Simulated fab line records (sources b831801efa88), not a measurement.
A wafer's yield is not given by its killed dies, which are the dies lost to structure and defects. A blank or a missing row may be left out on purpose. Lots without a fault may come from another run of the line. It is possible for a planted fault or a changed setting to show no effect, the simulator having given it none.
Chamber matching -- flow gf180mcu -- cmp-02 running GF_V1_CMP_26: 4 sister chambers
The step polishes, stops on SiO2, t overpolish 15 s, target thk 0 nm. 4 wafers are shown with their chamber, then 9 later ones without.

== WAFERS WITH THEIR CHAMBER ==
wafer,chamber,motor-current-A (A)
L087.4,1,12.1
L092.2,2,10.1
L092.5,3,11.2
L092.6,0,11.4

== WAFERS WITH NO CHAMBER GIVEN ==
wafer,motor-current-A (A)
L093.2,11.7
L093.5,10.1
L093.6,11.1
L094.1,10.2
L094.2,11.2
L094.5,10.4
L097.1,10.1
L097.2,12.3
L097.5,11.1

== EACH ONE'S CHAMBER ==
wafer,from the rows above,in truth
L093.2,can't be placed: 0 or 1 or 3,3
L093.5,2,2
L093.6,can't be placed: 3 or 0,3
L094.1,2,2
L094.2,can't be placed: 3 or 0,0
L094.5,2,2
L097.1,2,2
L097.2,1,1
L097.5,can't be placed: 3 or 0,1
Correct placement for 5 of the 9. Cannot be placed on the basis of these rows: 4; the candidates contain the true chamber in 3. Number placed wrongly: 0.
How it was worked out, from the rows above alone: a wafer's distance from a chamber is the root of the sum, over the readings, of the square of ((its reading less the chamber's mean) divided by the reading's scatter). If the next closest chamber is less than 2 further off than the closest, the wafer can't be placed; otherwise it belongs to the closest. A chamber's mean is the mean of its shown wafers. The scatter: with one shown wafer a chamber, the root of the mean of the squares of how far each hidden wafer lies from its nearest shown one.
